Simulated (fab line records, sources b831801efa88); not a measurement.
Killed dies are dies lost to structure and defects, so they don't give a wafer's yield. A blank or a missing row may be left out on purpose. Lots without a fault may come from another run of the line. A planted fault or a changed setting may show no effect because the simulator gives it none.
Chamber matching | flow sky130 | SKY_VIA1_CMP_24 on cmp-02: 4 sister chambers
The step polishes, stops on SiO2, t overpolish 15 s, target thk 0 nm. 8 wafers are shown with their chamber, then 7 later ones without.

WAFERS WITH THEIR CHAMBER
wafer  | chamber | motor_current_A (A) | time_to_endpoint_s (s)
L434.2 | 1       | 9.9                 | 67.4
L434.6 | 2       | 9.1                 | 71.7
L444.3 | 2       | 9.2                 | 70.3
L444.5 | 1       | 10.0                | 65.9
L446.2 | 3       | 11.0                | 67.0
L446.6 | 0       | 8.9                 | 67.6
L447.2 | 3       | 11.6                | 62.7
L447.4 | 0       | 8.9                 | 67.1

WAFERS WITHOUT THEIR CHAMBER
wafer  | motor_current_A (A) | time_to_endpoint_s (s)
L447.6 | 11.6                | 66.9
L448.1 | 8.8                 | 69.0
L448.4 | 9.7                 | 63.3
L448.6 | 9.9                 | 65.5
L449.1 | 9.5                 | 67.9
L449.2 | 9.5                 | 68.3
L449.6 | 9.6                 | 69.7

WHICH CHAMBER EACH WENT THROUGH
wafer  | from the rows above          | in truth
L447.6 | 3                            | 3
L448.1 | can't be placed: 0 or 2      | 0
L448.4 | 1                            | 1
L448.6 | 1                            | 1
L449.1 | can't be placed: 1 or 2 or 0 | 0
L449.2 | can't be placed: 2 or 1 or 0 | 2
L449.6 | can't be placed: 2 or 1 or 0 | 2
Placed correctly: 3 of 7. Can't be placed from these rows: 4 (the true chamber is among the candidates in 4). Placed wrongly: 0.
How it was worked out, from the rows above alone: a wafer's distance from a chamber is the root of the sum, over the readings, of the square of ((its reading less the chamber's mean) divided by the reading's scatter). The wafer belongs to the nearest chamber; if the next one is less than 2 further off, it can't be placed. A chamber's mean is the mean of its shown wafers. The scatter: the root of (the sum of the squares of (reading less its chamber's mean) over the shown wafers, divided by (wafers less chambers)).
